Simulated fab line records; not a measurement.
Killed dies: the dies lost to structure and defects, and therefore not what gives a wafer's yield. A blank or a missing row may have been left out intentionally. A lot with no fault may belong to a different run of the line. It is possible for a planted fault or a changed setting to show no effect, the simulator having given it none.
fab line records	flow sky130
[record] lots = 6	wafers = 17	last_day = 49
route steps=708 shown VIA2@515 PAD_OPEN@708
lots that met no fault: taken from a fault-free run of the same line
start_h: hours from the record's first day to the start of the lot's first wafer shown	wait_h: how many hours have passed since the lot's step before this one	" identical to the entry in the row above	L1.1+2: several wafers, shown together as one row	- no value, or no start given	* or withheld: withheld	< > ~ a bound
route shown NAME@n: NAME is a module with steps in the file, n the number in the route of the first one	usual: mean/standard deviation taken from wafers without a fault	same: alike in all rows	chamber/n: place in a boat	sites: readings site by site	_std_site: the values' standard deviation	_edge_site: outer sites' mean less inner sites'	radius_mm: how far each site lies from the wafer's centre	mask NAME#n: copy n	behind: tool/chamber where the wafer was last shaped	hold: reason for holding the lot/hours on hold/outcome of the hold	device: names the non-switching transistor (n, p or np)	end of line: tests of these same wafers at the route's end	step lacking rows: just its recipe	killed: dies that structure and defects cost at the first sort, which is not the same as the wafer's yield	map: per-die view of a wafer (x killed, . not killed, _ where there is no die)
set.NAME: setting as actually run; set.NAME@STEP: the setting as run at that earlier step	model.NAME: the simulator's own value behind a step, which no gauge read
lots seen at some steps along the route; tables by step, rows by wafer
services: when a tool's chamber went out of use (start_h, in hours from the record's first day, below 0 if earlier), for how many hours, and the reason
[[steps]]
[step SKY_VIA2_SOFTBAKE_08]
[recipe] temp_c = 100	time_s = 90	resist = KrF-thick
[step SKY_VIA2_EXPOSE_09]
[recipe] mask_id = VIM2	na = 0.8	source_shape = annular	sigma_inner = 0.55	sigma_outer = 0.85	target_cd_nm = 200	dose_mj = 38
[step SKY_VIA2_PEB_10]
[recipe] peb_temp_c = withheld	peb_time_s = withheld	resist = KrF-thick
[step SKY_VIA2_DEVELOP_11]
[recipe] develop_time_s = 60	resist = KrF-thick	dev_temp_c = 21
[step SKY_VIA2_CD_MEAS_12]
[recipe] target_cd_nm = 200
[usual] cd_nm = 200.0/1.5
lot.wafer	tool	chamber	start_h	wait_h	cd_nm
L338.2	cd_sem-01	-	868.28	-	201.0
L338.3	"	-	"	"	199.2
L338.5	"	-	"	"	201.0
L342.2	cd_sem-01	-	912.25	-	197.6
L342.3	"	-	"	"	197.5
L342.5	"	-	"	"	197.2
L343.3	cd_sem-01	-	920.75	-	201.6
L343.4	"	-	"	"	201.3
L343.6	"	-	"	"	201.6
L350.4	cd_sem-01	-	964.77	-	199.7
L350.5	"	-	"	"	199.9
L350.6	"	-	"	"	200.3
L352.2	cd_sem-01	-	974.53	-	197.7
L352.4	"	-	"	"	197.8
L355.2	cd_sem-01	-	986.93	-	198.8
L355.3	"	-	"	"	198.8
L355.6	"	-	"	"	200.6
[step SKY_VIA2_OVL_MEAS_13]
[usual] VIA2_OVL = 1/5.5
lot.wafer	tool	chamber	start_h	wait_h	VIA2_OVL[nm]
L338.2	overlay-02	-	868.39	0.1	6
L338.3	"	-	"	"	3
L338.5	"	-	"	"	4
L342.2	overlay-01	-	912.35	0.1	7
L342.3	"	-	"	"	7
L342.5	"	-	"	"	7
L343.3	overlay-02	-	920.84	0.1	2
L343.4	"	-	"	"	-5
L343.6	"	-	"	"	3
L350.4	overlay-02	-	964.85	0.1	2
L350.5	"	-	"	"	2
L350.6	"	-	"	"	5
L352.2	overlay-01	-	974.63	0.1	-3
L352.4	"	-	"	"	-7
L355.2	overlay-01	-	987.04	0.1	7
L355.3	"	-	"	"	13
L355.6	"	-	"	"	3
[step SKY_VIA2_ETCH_14]
[recipe] chemistry = N2/H2	target = BARC	ion_energy_ev = 200	source_w = 500	bias_w = 100	pressure_mtorr = 30	n2_flow_sccm = 100	h2_flow_sccm = 200	stop_on = SiO2	time_s = 45.9	target_depth_a = 600
[usual] drypump_motor_current_A = 5.8/0.39	oes_product_au = 0.854/0.0048	throttle_valve_pct = 13.224/0.0091
lot.wafer	tool	chamber	start_h	wait_h	drypump_motor_current_A	oes_product_au	rf_hours_counter_h	throttle_valve_pct
L338.2	rie_diel-03	3	868.42	0.0	5.9	0.857	3	13.218
L338.3	"	0	"	"	5.6	0.856	14	13.242
L338.5	"	3	"	"	5.9	0.848	-	13.212
L342.2	rie_diel-01	0	912.38	0.0	5.2	0.852	28	13.232
L342.3	"	2	"	"	6.1	0.852	6	13.230
L342.5	"	3	"	"	6.1	0.838	-	13.221
L343.3	rie_diel-02	2	920.87	0.0	5.5	0.852	12	13.218
L343.4	"	3	"	"	6.6	0.862	6	13.220
L343.6	"	2	"	"	5.5	0.852	-	13.232
L350.4	rie_diel-02	0	964.87	0.0	5.8	0.855	21	13.239
L350.5	"	3	"	"	6.6	0.853	-	13.229
L350.6	"	2	"	"	5.5	0.845	-	13.223
L352.2	rie_diel-03	2	974.66	0.0	6.4	0.858	12	13.235
L352.4	"	2	"	"	6.4	0.854	-	13.248
L355.2	rie_diel-03	1	987.07	0.0	5.5	0.845	10	13.218
L355.3	"	0	"	"	5.6	0.853	17	13.222
L355.6	"	3	"	"	5.9	0.859	-	13.232
[step SKY_VIA2_ETCH_15]
[recipe] target = SiO2	chemistry = C4F8/O2/Ar	target_depth_nm = 546	stop_on = TiN	mask_material = KrF-thick	source_w = 1500	bias_w = 1200	pressure_mtorr = 40	c4f8_flow_sccm = withheld	O2_flow_sccm = 6	Ar_flow_sccm = 300	time_s = 84
[usual] oes_product_au = 0.940/0.0048
lot.wafer	tool	chamber	start_h	wait_h	oes_product_au	rf_hours_counter_h
L338.2	rie_diel-03	3	868.46	0.0	0.935	3
L338.3	"	0	"	"	0.938	14
L338.5	"	3	"	"	0.943	-
L342.2	rie_diel-01	0	912.42	0.0	0.943	28
L342.3	"	2	"	"	0.937	6
L342.5	"	3	"	"	0.944	-
L343.3	rie_diel-02	2	920.91	0.0	0.935	12
L343.4	"	3	"	"	0.944	6
L343.6	"	2	"	"	0.939	-
L350.4	rie_diel-02	0	964.91	0.0	0.937	21
L350.5	"	3	"	"	0.940	-
L350.6	"	2	"	"	0.944	-
L352.2	rie_diel-03	2	974.70	0.0	0.947	12
L352.4	"	2	"	"	0.949	-
L355.2	rie_diel-03	1	987.11	0.0	0.936	10
L355.3	"	0	"	"	0.942	17
L355.6	"	3	"	"	0.952	-
[step SKY_VIA2_STRIP_16]
[recipe] chemistry = O2/N2	power_w = 1400	pressure_mtorr = 1500	platen_temp_c = withheld	o2_flow_sccm = 3000	n2_flow_sccm = 300	overash_fraction = 0.5
[usual] drypump_motor_current_A = 5.75/0.27	oes_product_au = 0.399/0.0048	strip_time_to_endpoint_s = 4.05/0.039
lot.wafer	tool	chamber	start_h	wait_h	drypump_motor_current_A	oes_product_au	rf_hours_counter_h	strip_time_to_endpoint_s
L338.2	plasma_asher-03	0	868.52	0.0	5.50	0.398	107	4.10
L338.3	"	1	"	"	5.53	0.401	-	4.10
L338.5	"	0	"	"	5.48	0.398	-	4.13
L342.2	plasma_asher-03	0	912.49	0.0	5.49	0.398	111	4.00
L342.3	"	0	"	"	5.49	0.406	-	4.00
L342.5	"	1	"	"	5.58	0.398	-	4.04
L343.3	plasma_asher-02	0	921.01	0.1	5.71	0.399	-	4.05
L343.4	"	1	"	"	6.25	0.394	-	4.02
L343.6	"	0	"	"	5.72	0.399	-	4.05
L350.4	plasma_asher-02	0	965.01	0.1	5.74	0.397	-	4.02
L350.5	"	1	"	"	6.27	0.388	-	4.01
L350.6	"	0	"	"	5.72	0.399	-	4.02
L352.2	plasma_asher-03	1	974.77	0.0	5.56	0.393	118	4.00
L352.4	"	1	"	"	5.54	0.407	-	4.03
L355.2	plasma_asher-01	0	987.17	0.0	5.93	0.406	23	4.01
L355.3	"	1	"	"	5.69	0.399	-	4.09
L355.6	"	0	"	"	5.94	0.406	-	4.10
[step SKY_VIA2_STRIP_17]
[recipe] chemistry = post_etch_residue_remover	time_s = 1200	temp_c = 72.5
[step SKY_VIA2_CLEAN_18]
[recipe] chemistry = IPA	time_s = 180	temp_c = 25
[step SKY_VIA2_CLEAN_19]
[recipe] chemistry = O3/DIW	dry = n2_spin
[step SKY_VIA2_SPUTTER_20]
[recipe] material = TiN	target_thk_nm = 20	chamber_pressure_pa = 5	power_w = 4000	time_s = 80
[usual] cathode_dc_power_W = 4000.0/0.75	chamber_pressure_pa = 5.000/0.0099	throttle_valve_pct = 30.2/1.1
lot.wafer	tool	chamber	start_h	wait_h	cathode_dc_power_W	chamber_pressure_pa	throttle_valve_pct
L338.2	pvd_sputter-03	-	869.13	0.0	4000.1	5.004	31.5
L338.3	"	-	"	"	3999.3	4.993	31.2
L338.5	"	-	"	"	4001.2	5.001	31.5
L342.2	pvd_sputter-04	-	913.12	0.0	-	-	-
L342.3	"	-	"	"	-	-	-
L342.5	"	-	"	"	-	-	-
L343.3	pvd_sputter-02	-	921.57	0.0	-	-	-
L343.4	"	-	"	"	-	-	-
L343.6	"	-	"	"	-	-	-
L350.4	pvd_sputter-02	-	965.57	0.0	4000.1	4.999	30.5
L350.5	"	-	"	"	4001.9	5.008	29.9
L350.6	"	-	"	"	3999.6	5.010	31.4
L352.2	pvd_sputter-03	-	975.77	0.0	3999.7	5.005	29.2
L352.4	"	-	"	"	3999.5	5.004	31.8
L355.2	pvd_sputter-02	-	987.77	0.0	3999.3	4.997	29.8
L355.3	"	-	"	"	3998.8	4.980	30.0
L355.6	"	-	"	"	4000.4	4.994	31.2
[step SKY_VIA2_CVD_21]
[recipe] material = W	target_thk_nm = 420	time_s = 126.4	temp_c = 400	pressure_torr = 40
[usual] heater_power_w = 825/81
lot.wafer	tool	chamber	start_h	wait_h	heater_power_w
L338.2	cvd_w-01	1	869.19	0.0	892
L338.3	"	1	"	"	911
L338.5	"	0	"	"	728
L342.2	cvd_w-01	0	913.22	0.1	710
L342.3	"	0	"	"	713
L342.5	"	0	"	"	720
L343.3	cvd_w-01	1	921.67	0.1	904
L343.4	"	0	"	"	725
L343.6	"	0	"	"	722
L350.4	cvd_w-01	1	965.68	0.1	880
L350.5	"	1	"	"	869
L350.6	"	0	"	"	713
L352.2	cvd_w-02	1	975.83	0.0	804
L352.4	"	1	"	"	812
L355.2	cvd_w-02	0	987.83	0.0	891
L355.3	"	1	"	"	797
L355.6	"	0	"	"	912
[step SKY_PAD_OPEN_PROBE_99]
[usual] defect_limited_yield = 82.6/1.8	killed_at_M0_to_M3 = 43/6.3	killed_at_M4_up = 3.0/1.6	killed_at_contacts = 25/5	killed_at_front_end = 15/4.4	killed_at_other = 0.3/0.8	killed_dies = 85/8.7	killed_on_rim = 17/3.7	killed_open = 47/6.9	killed_short = 38/6.3	sort_bin_3_pad_short = 0.9/0.39	sort_bin_5_function = 10.3/1.3	sort_bin_6_memory = 6.2/1.1	sort_n_pass = 407/8.8	sort_yield_pct = 82.6/1.8
[same] gross_dies = 492	killed_at_back_side = 0	sort_bin_4_leakage[%] = 0	sort_bin_8_speed[%] = 0
lot.wafer	tool	chamber	start_h	wait_h	hold	defect_limited_yield[%]	killed_at_M0_to_M3	killed_at_M4_up	killed_at_contacts	killed_at_front_end	killed_at_other	killed_dies	killed_on_rim	killed_open	killed_short	sort_bin_3_pad_short[%]	sort_bin_5_function[%]	sort_bin_6_memory[%]	sort_n_pass	sort_yield_pct[%]
L338.2	prober-02	-	1093.72	0.1	-	81.7	49	2	22	17	0	90	18	55	35	0.8	11.0	6.5	402	81.7
L338.3	prober-02	-	1093.77	0.2	-	81.5	50	3	24	14	0	91	21	52	39	1.2	9.6	7.7	401	81.5
L338.5	prober-02	-	1093.87	0.2	-	82.5	37	4	27	17	1	86	16	36	50	0.8	11.0	5.7	406	82.5
L342.2	prober-01	-	1129.29	0.1	await_dispo/1.4h/release	0	442	5	24	21	0	492	96	45	43	0.2	92.9	6.9	0	0
L342.3	prober-01	-	1129.34	0.2	await_dispo/1.4h/release	0	449	1	18	24	0	492	96	49	37	0.6	93.1	6.3	0	0
L342.5	prober-01	-	1129.44	0.2	await_dispo/1.4h/release	0	454	3	22	13	0	492	96	41	37	1.2	94.3	4.5	0	0
L343.3	prober-02	-	1135.98	0.2	await_dispo/1.8h/release	0	453	0	25	14	0	492	96	38	43	1.0	93.5	5.5	0	0
L343.4	prober-02	-	1136.03	0.2	await_dispo/1.8h/release	0	459	0	22	11	0	492	96	44	35	0.6	94.1	5.3	0	0
L343.6	prober-02	-	1136.13	0.2	await_dispo/1.8h/release	0	460	2	21	9	0	492	96	43	33	1.0	94.1	4.9	0	0
L350.4	prober-01	-	1167.93	0.2	-	82.3	38	4	28	13	4	87	21	49	34	0.8	11.4	5.5	405	82.3
L350.5	prober-01	-	1167.98	0.2	-	80.1	45	5	32	16	0	98	24	51	47	0.8	12.4	6.7	394	80.1
L350.6	prober-01	-	1168.03	0.2	-	82.3	44	2	25	16	0	87	16	42	45	0.6	10.0	7.1	405	82.3
L352.2	prober-01	-	1175.83	0.1	-	80.9	57	4	23	10	0	94	17	58	36	0.6	12.8	5.7	398	80.9
L352.4	prober-01	-	1175.93	0.2	-	84.1	43	3	21	11	0	78	14	45	33	0.4	10.4	5.1	414	84.1
L355.2	prober-02	-	1182.17	0.1	-	82.7	43	5	27	10	0	85	14	50	35	1.4	11.2	4.7	407	82.7
L355.3	prober-02	-	1182.22	0.2	-	80.7	47	3	29	16	0	95	24	55	40	0.8	11.2	7.3	397	80.7
L355.6	prober-02	-	1182.37	0.2	-	84.1	36	6	32	4	0	78	12	39	39	1.2	8.1	6.5	414	84.1
// killed by level:class
L338.2 VIA1:geometric_particle:open=18 METAL2:geometric_particle:short=8 VIA3:geometric_particle:open=8 LOCAL_INTERCONNECT:geometric_particle:short=7 LI_CONTACT:geometric_particle:open=6 FIELD_ISO:geometric_particle:open=5 CONTACT:geometric_particle:open=5 METAL2:geometric_particle:open=4
L338.3 VIA2:geometric_particle:open=9 CONTACT:geometric_particle:open=8 METAL1:geometric_particle:short=7 VIA1:geometric_particle:open=7 LI_CONTACT:geometric_particle:open=6 METAL2:geometric_particle:short=6 CONTACT:geometric_particle:short=5 VIA3:geometric_particle:open=5
L338.5 CONTACT:geometric_particle:short=7 CONTACT:geometric_particle:open=7 FIELD_ISO:geometric_particle:short=6 FIELD_ISO:geometric_particle:open=6 VIA1:geometric_particle:open=6 VIA3:geometric_particle:open=6 LOCAL_INTERCONNECT:geometric_particle:short=5 METAL2:geometric_particle:short=5
L342.2 VIA2:area_sputter=404 VIA1:geometric_particle:open=7 LI_CONTACT:geometric_particle:open=6 LOCAL_INTERCONNECT:geometric_particle:short=6 FIELD_ISO:geometric_particle:open=5 VIA1:geometric_particle:short=5 CONTACT:geometric_particle:open=5 METAL1:geometric_particle:short=5
L342.3 VIA2:area_sputter=406 VIA1:geometric_particle:open=8 FIELD_ISO:geometric_particle:short=7 VIA3:geometric_particle:open=7 METAL2:geometric_particle:short=6 LI_CONTACT:geometric_particle:open=6 FIELD_ISO:geometric_particle:open=5 POLY_GATE:geometric_particle:open=5
L342.5 VIA2:area_sputter=414 VIA1:geometric_particle:open=10 METAL1:geometric_particle:short=8 LI_CONTACT:geometric_particle:short=7 CONTACT:geometric_particle:open=7 VIA3:geometric_particle:open=5 VIA2:geometric_particle:open=5 FIELD_ISO:geometric_particle:open=3
L343.3 VIA2:area_sputter=411 CONTACT:geometric_particle:open=9 VIA1:geometric_particle:open=9 POLY_GATE:geometric_particle:short=6 VIA1:geometric_particle:short=6 VIA2:geometric_particle:open=6 METAL2:geometric_particle:short=6 LOCAL_INTERCONNECT:geometric_particle:short=5
L343.4 VIA2:area_sputter=413 VIA1:geometric_particle:open=13 LI_CONTACT:geometric_particle:open=8 CONTACT:geometric_particle:open=6 METAL2:geometric_particle:short=6 VIA2:geometric_particle:open=6 VIA3:geometric_particle:open=5 VIA2:geometric_particle:short=5
L343.6 VIA2:area_sputter=416 CONTACT:geometric_particle:open=11 VIA1:geometric_particle:open=11 METAL2:geometric_particle:short=8 VIA2:geometric_particle:open=7 LI_CONTACT:geometric_particle:open=5 VIA1:geometric_particle:short=5 FIELD_ISO:geometric_particle:short=4
L350.4 VIA1:geometric_particle:open=10 CONTACT:geometric_particle:open=9 LI_CONTACT:geometric_particle:open=8 VIA2:geometric_particle:open=6 VIA3:geometric_particle:open=6 VIA1:geometric_particle:short=5 LI_CONTACT:geometric_particle:short=4 CONTACT:geometric_particle:short=4
L350.5 VIA1:geometric_particle:open=14 CONTACT:geometric_particle:open=9 VIA3:geometric_particle:open=7 LI_CONTACT:geometric_particle:open=7 LOCAL_INTERCONNECT:geometric_particle:short=7 METAL1:geometric_particle:short=6 METAL2:geometric_particle:short=6 POLY_GATE:geometric_particle:short=5
L350.6 LI_CONTACT:geometric_particle:open=8 VIA1:geometric_particle:open=8 CONTACT:geometric_particle:open=7 METAL1:geometric_particle:short=7 VIA3:geometric_particle:open=7 METAL2:geometric_particle:short=6 FIELD_ISO:geometric_particle:short=5 POLY_GATE:geometric_particle:short=5
L352.2 VIA1:geometric_particle:open=18 LI_CONTACT:geometric_particle:open=12 VIA1:geometric_particle:short=6 CONTACT:geometric_particle:open=6 METAL2:geometric_particle:short=6 VIA3:geometric_particle:open=6 METAL1:geometric_particle:short=5 VIA2:geometric_particle:short=5
L352.4 VIA1:geometric_particle:open=12 CONTACT:geometric_particle:open=10 VIA1:geometric_particle:short=5 METAL1:geometric_particle:short=5 VIA2:geometric_particle:open=5 METAL2:geometric_particle:short=4 VIA3:geometric_particle:short=4 VIA3:geometric_particle:open=4
L355.2 VIA1:geometric_particle:open=14 CONTACT:geometric_particle:open=10 VIA2:geometric_particle:open=9 VIA1:geometric_particle:short=7 LI_CONTACT:geometric_particle:open=5 VIA3:geometric_particle:short=5 LOCAL_INTERCONNECT:geometric_particle:short=5 FIELD_ISO:geometric_particle:open=3
L355.3 CONTACT:geometric_particle:open=15 VIA1:geometric_particle:open=10 VIA3:geometric_particle:open=8 METAL1:geometric_particle:short=7 VIA2:geometric_particle:open=7 LI_CONTACT:geometric_particle:open=7 METAL2:geometric_particle:short=7 POLY_GATE:geometric_particle:short=5
L355.6 CONTACT:geometric_particle:open=12 LI_CONTACT:geometric_particle:open=9 METAL2:geometric_particle:short=8 VIA1:geometric_particle:open=7 CONTACT:geometric_particle:short=7 METAL4:geometric_particle:short=6 LI_CONTACT:geometric_particle:short=3 METAL1:geometric_particle:short=3
// map L342.2 (x killed, . not)
__________xxxxxxxxxx_________
________xxxxxxxxxxxxxx_______
______xxxxxxxxxxxxxxxxxx_____
_____xxxxxxxxxxxxxxxxxxxx____
____xxxxxxxxxxxxxxxxxxxxxx___
___xxxxxxxxxxxxxxxxxxxxxxxx__
__xxxxxxxxxxxxxxxxxxxxxxxxxx_
_xxxxxxxxxxxxxxxxxxxxxxxxxxxx
_xxxxxxxxxxxxxxxxxxxxxxxxxxxx
_xxxxxxxxxxxxxxxxxxxxxxxxxxxx
_xxxxxxxxxxxxxxxxxxxxxxxxxxxx
_xxxxxxxxxxxxxxxxxxxxxxxxxxxx
_xxxxxxxxxxxxxxxxxxxxxxxxxxxx
_xxxxxxxxxxxxxxxxxxxxxxxxxxxx
_xxxxxxxxxxxxxxxxxxxxxxxxxxxx
__xxxxxxxxxxxxxxxxxxxxxxxxxx_
___xxxxxxxxxxxxxxxxxxxxxxxx__
____xxxxxxxxxxxxxxxxxxxxxx___
_____xxxxxxxxxxxxxxxxxxxx____
______xxxxxxxxxxxxxxxxxx_____
________xxxxxxxxxxxxxx_______
__________xxxxxxxxxx_________
// map L343.3 (x killed, . not)
__________xxxxxxxxxx_________
________xxxxxxxxxxxxxx_______
______xxxxxxxxxxxxxxxxxx_____
_____xxxxxxxxxxxxxxxxxxxx____
____xxxxxxxxxxxxxxxxxxxxxx___
___xxxxxxxxxxxxxxxxxxxxxxxx__
__xxxxxxxxxxxxxxxxxxxxxxxxxx_
_xxxxxxxxxxxxxxxxxxxxxxxxxxxx
_xxxxxxxxxxxxxxxxxxxxxxxxxxxx
_xxxxxxxxxxxxxxxxxxxxxxxxxxxx
_xxxxxxxxxxxxxxxxxxxxxxxxxxxx
_xxxxxxxxxxxxxxxxxxxxxxxxxxxx
_xxxxxxxxxxxxxxxxxxxxxxxxxxxx
_xxxxxxxxxxxxxxxxxxxxxxxxxxxx
_xxxxxxxxxxxxxxxxxxxxxxxxxxxx
__xxxxxxxxxxxxxxxxxxxxxxxxxx_
___xxxxxxxxxxxxxxxxxxxxxxxx__
____xxxxxxxxxxxxxxxxxxxxxx___
_____xxxxxxxxxxxxxxxxxxxx____
______xxxxxxxxxxxxxxxxxx_____
________xxxxxxxxxxxxxx_______
__________xxxxxxxxxx_________
[[services]]
tool	chamber	start_h	hours	kind
pvd_sputter-04	-	845.37	2.5	repair
pvd_sputter-03	-	849.39	10.7	repair
rie_diel-03	2	856.12	7.4	repair
pvd_sputter-04	-	860.42	5.1	repair
rie_diel-02	-	876.56	2.8	pm
rie_diel-02	-	881.02	0.5	repair
rie_diel-03	1	883.77	5.0	repair
plasma_asher-01	-	893.59	2.8	pm
cvd_w-01	1	899.43	21.8	repair
plasma_asher-01	-	900.58	6.9	repair
rie_diel-01	1	903.49	4.0	repair
cvd_w-02	-	904.00	14.0	pm
rie_diel-01	3	913.95	4.1	repair
cvd_w-02	-	918.00	2.8	pm
rie_diel-03	1	919.90	9.4	repair
rie_diel-01	0	923.08	-	clean
rie_diel-03	-	935.86	2.8	pm
pvd_sputter-02	-	942.61	2.5	repair
rie_diel-02	0	944.45	8.4	repair
cvd_w-02	0	945.88	14.0	repair
rie_diel-03	0	957.57	21.5	repair
rie_diel-01	3	961.25	21.6	repair
cvd_w-01	-	966.35	0.6	repair
cvd_w-02	0	967.15	2.7	repair
[[key]]
[first_sign] step = SKY_VIA2_SPUTTER_20	reading = tool_record	direction = missing
[effect] step = SKY_PAD_OPEN_PROBE_99	reading = killed_at_M0_to_M3	direction = up	sigmas = 65	usual = 43	struck = 453
[more_kills_born_at] SKY_VIA2_SPUTTER_20@pvd_sputter-02 = 1240	SKY_VIA2_SPUTTER_20@pvd_sputter-04 = 1223
met_at SKY_VIA2_SPUTTER_20
struck_wafers L342.2,L342.3,L342.5,L343.3,L343.4,L343.6
later_rows_left_out L342.2,L342.3,L342.5,L343.3,L343.4,L343.6
[fault] kind = skipped_step_whole	tool = pvd_sputter-02,pvd_sputter-04	chamber = -	onset_h = 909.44	steps = SKY_VIA2_SPUTTER_20	scope = struck_lots_only
// later_rows_left_out: the simulator's readings of these wafers behind a module that went badly wrong aren't trusted and aren't shown, but for the sort
